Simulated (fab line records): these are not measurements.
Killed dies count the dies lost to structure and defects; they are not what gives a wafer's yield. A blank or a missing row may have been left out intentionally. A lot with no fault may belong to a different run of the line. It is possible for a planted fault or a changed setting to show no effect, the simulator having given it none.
Lot-split experiment    flow gf180mcu    5 lots, 23 wafers read, on a route of 602 steps

== ABOUT THE SPLIT ==
At GF_PASSIVATION_STRIP_12 (strips in O2/N2), the setting power-w was moved away from the recipe's 1400 W on 10 of the 23 wafers read, by -6.7% to +9.8%. The other wafers ran this setting at the recipe's value.

The split's own step is where the reading is taken.

== THE READING ==
oes-product-au, in a.u., at GF_PASSIVATION_STRIP_12 (strips in O2/N2). On this fab line, fault-free wafers typically give 0.719 a.u. with a standard deviation of 0.0042 a.u.

wafer   tool, chamber at the split  power-w as run, W  against the recipe  oes-product-au, a.u.  against lot-mates on the recipe
L074.1  plasma-asher-04, 0          1524               +8.9%               0.761                 +0.043
L074.2  plasma-asher-04, 1          1524               +8.9%               0.756                 +0.038
L074.3  plasma-asher-04, 1          1400               recipe              0.716                 -
L074.4  plasma-asher-04, 0          1400               recipe              0.719                 -
L074.5  plasma-asher-04, 0          1524               +8.9%               0.762                 +0.044
L078.1  plasma-asher-04, 0          1400               recipe              0.718                 -
L078.3  plasma-asher-04, 1          1520               +8.6%               0.754                 +0.038
L078.4  plasma-asher-04, 0          1520               +8.6%               0.749                 +0.033
L078.5  plasma-asher-04, 1          1520               +8.6%               0.761                 +0.045
L078.6  plasma-asher-04, 0          1400               recipe              0.714                 -
L082.1  plasma-asher-04, 0          1400               recipe              0.723                 -
L082.3  plasma-asher-04, 1          1537               +9.8%               0.767                 +0.047
L082.4  plasma-asher-04, 0          1400               recipe              0.715                 -
L082.5  plasma-asher-04, 1          1400               recipe              0.723                 -
L082.6  plasma-asher-04, 0          1537               +9.8%               0.756                 +0.036
L084.1  plasma-asher-04, 0          1400               recipe              0.723                 -
L084.3  plasma-asher-04, 1          1400               recipe              0.719                 -
L084.4  plasma-asher-04, 0          1400               recipe              0.717                 -
L084.5  plasma-asher-04, 0          1306               -6.7%               0.690                 -0.030
L084.6  plasma-asher-04, 1          1306               -6.7%               0.687                 -0.033
L085.3  plasma-asher-03, 0          1400               recipe              0.721                 -
L085.5  plasma-asher-03, 1          1400               recipe              0.718                 -
L085.6  plasma-asher-03, 0          1400               recipe              0.714                 -

THE FIT
A straight line over all 23 wafers: oes-product-au changes by +0.00444 a.u. for each +1% of power-w; r = +0.99; the points scatter about the line by 0.0038 a.u.
The same after taking each lot's own level away (the mean of its wafers on the recipe; 23 wafers): +0.00454 a.u. for each +1%; r = +0.99; scatter 0.0037 a.u.
That fit puts the effect of the largest move of power-w on the reading at 0.044 a.u.
From 0.7160 to 0.7203 a.u.: that is the span of the lots' own levels, equal to 1.0 times the standard deviation above.
The two slopes agree, so the slope changes little with the lot-to-lot level.
Check: for one of the wafers moved furthest among these (+9.8%), held out of the fit, the line's prediction against its lot-mates is +0.0439 a.u. Against them it came out at +0.0467 a.u.
Tool readings at the split's step, against how far the setting was moved: oes-product-au r = +0.99; strip-time-to-endpoint-s r = -0.99.

== THESE WAFERS: OTHER SPLITS ==
Note: prior to the reading, these wafers also went through further splits. Each is held against what the fit with the lots' levels taken away leaves over:
other split on the same wafers  wafers away from the commonest value  r with oes-product-au (lot level and that fit taken away)
GF_TOP_METAL_SPUTTER_00 time-s  10                                    -0.28
GF_PASSIVATION_CVD_00 time-s    7                                     -0.16

== THE WHOLE CHAIN: every reading that the file lists as answering this split, in the file's order ==
step                     what it does     reading                   change (the file's fit)                    r (the file's)
GF_PASSIVATION_STRIP_12  strips in O2/N2  oes-product-au            +0.00451 a.u. for each +1% of the setting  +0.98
GF_PASSIVATION_STRIP_12  strips in O2/N2  strip-time-to-endpoint-s  withheld for each +1% of the setting       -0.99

== THE FILE'S OWN FIT ==
oes-product-au changes by +0.00451 a.u. for each +1% of power-w, r = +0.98.
